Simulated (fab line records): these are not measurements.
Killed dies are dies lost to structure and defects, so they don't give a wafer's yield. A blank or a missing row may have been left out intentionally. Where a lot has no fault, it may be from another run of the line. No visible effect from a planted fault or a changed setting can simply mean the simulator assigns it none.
Comparing a struck lot with a sound one | flow gf180mcu | 17 steps out of a route of 602
Sound: these wafers, L280.1, L280.2, L280.3. Struck: wafers L289.4, L289.5, L289.6. The cause is named last.
Each step with rows lists, per side, the tool, then ch with its chambers, then its first start. Under that, the readings that differ: sound wafers | struck wafers | difference of the means | sigmas: that difference in standard deviations of wafers without a fault.
alike: readings whose means differ by less than 2 such deviations, and words and numbers that are the same on both sides. not compared: withheld readings, readings that some wafer has no value for, bounds like >300 that may hide the same value, and numbers for which the record gives no deviation and whose values overlap.
Wherever a step has rows on one side only, a row that says differs or no value, or a row with sigmas, the two part there. Non-overlapping numbers with no deviation appear without sigmas and do not part them. A reading that every wafer of one side lacks parts them only if that side has two wafers or more.

first, 1 step without rows for these wafers: GF_STI_OXIDATION_01 (stabilise 600 s, purge 300 s, target thk 10 nm).
GF_STI_THK_MEAS_02:
  sound: film_metro-04 at day 2 02:31; struck: film_metro-02 at day 3 23:32
  alike: STI_OXIDATION_THK
then, 1 step without rows for these wafers: GF_STI_CVD_03 (deposits Si3N4 from DCS/NH3, target thk 207.16 nm, time 3551 s).
GF_STI_THK_MEAS_04:
  sound: film_metro-01 at day 2 04:34; struck: film_metro-02 at day 4 01:35
  alike: STI_CVD_03_THK
then, 7 steps without rows for these wafers: GF_STI_DEHYDRATE_05 (time 60 s); GF_STI_HMDS_06 (prime time 60 s); GF_STI_COAT_07 (resist thk 700 nm); GF_STI_SOFTBAKE_08 (time 60 s); GF_STI_EXPOSE_09 (exposes mask COMP, target cd 220 nm); GF_STI_PEB_10 (peb time 90 s); GF_STI_DEVELOP_11 (develop time 60 s).
GF_STI_CD_MEAS_12: target cd 220 nm.
  sound: cd_sem-01 at day 2 16:15; struck: cd_sem-01 at day 4 15:25
  alike: cd_nm
GF_STI_ETCH_13: etches the open film in CHF3/O2, stops on Si, target depth 282.31 nm, time 112.9 s.
  sound on rie_diel-03 ch 0,1,3, day 2 16:22; struck on rie_diel-03 ch 0,1, day 4 15:28
  no value came back on the struck wafers for any of 6 readings (O2_flow_sccm (sccm), bias_w (W) and others); on the sound wafers O2_flow_sccm (sccm) reads 4.987 5.018 5.013
  reading                              | sound             | struck            | difference | sigmas
  model.KrF_of_STI_COAT_07.thk_nm (nm) | 445.8 445.9 440.6 | 686.5 686.4 687.2 | +242.6     |
GF_STI_ETCH_14: etches Si in HBr/Cl2/O2, target depth 360 nm, time 102.9 s.
  sound on rie_si-02 ch 0,2,3, day 2 16:27; struck on rie_si-01 ch 0,1,3, day 4 15:33
  reading                              | sound             | struck            | difference | sigmas
  model.KrF_of_STI_COAT_07.thk_nm (nm) | 327.3 326.1 320.7 | 565.2 563.2 566.7 | +240.3     |
  alike: HBr_flow_sccm, O2_flow_sccm, drypump_motor_current_A, oes_product_au, throttle_valve_pct
  not compared: rf_hours_counter_h
GF_STI_STRIP_15: strips in O2/N2.
  sound on plasma_asher-02 ch 0,1, day 2 16:31; struck on plasma_asher-04 ch 0,1, day 4 15:40
  reading                      | sound             | struck            | difference | sigmas
  oes_product_au (a.u.)        | 0.386 0.389 0.383 | 0.489 0.488 0.488 | +0.102     | +19
  strip_time_to_endpoint_s (s) | 3.82 3.79 3.74    | 6.25 6.25 6.27    | +2.47      | +50
  alike: drypump_motor_current_A, heater_power_w
  not compared: rf_hours_counter_h
then, 1 step without rows for these wafers: GF_STI_CLEAN_16 (cleans in dHF, time 25 s).
-- the record jumps here: 28 days lie between the struck wafers' starts before and after (it left off in module STI and takes up again in module PASSIVATION, whose first step shown is number 602 of the route) --
GF_PASSIVATION_PROBE_99:
  only the struck wafers here have rows in the record (prober-01, day 32 17:31); the sound ones have none

== WHERE THEY PART ==
First at GF_STI_ETCH_13; last, within this record, at GF_PASSIVATION_PROBE_99.

WHY: what the simulator had put in
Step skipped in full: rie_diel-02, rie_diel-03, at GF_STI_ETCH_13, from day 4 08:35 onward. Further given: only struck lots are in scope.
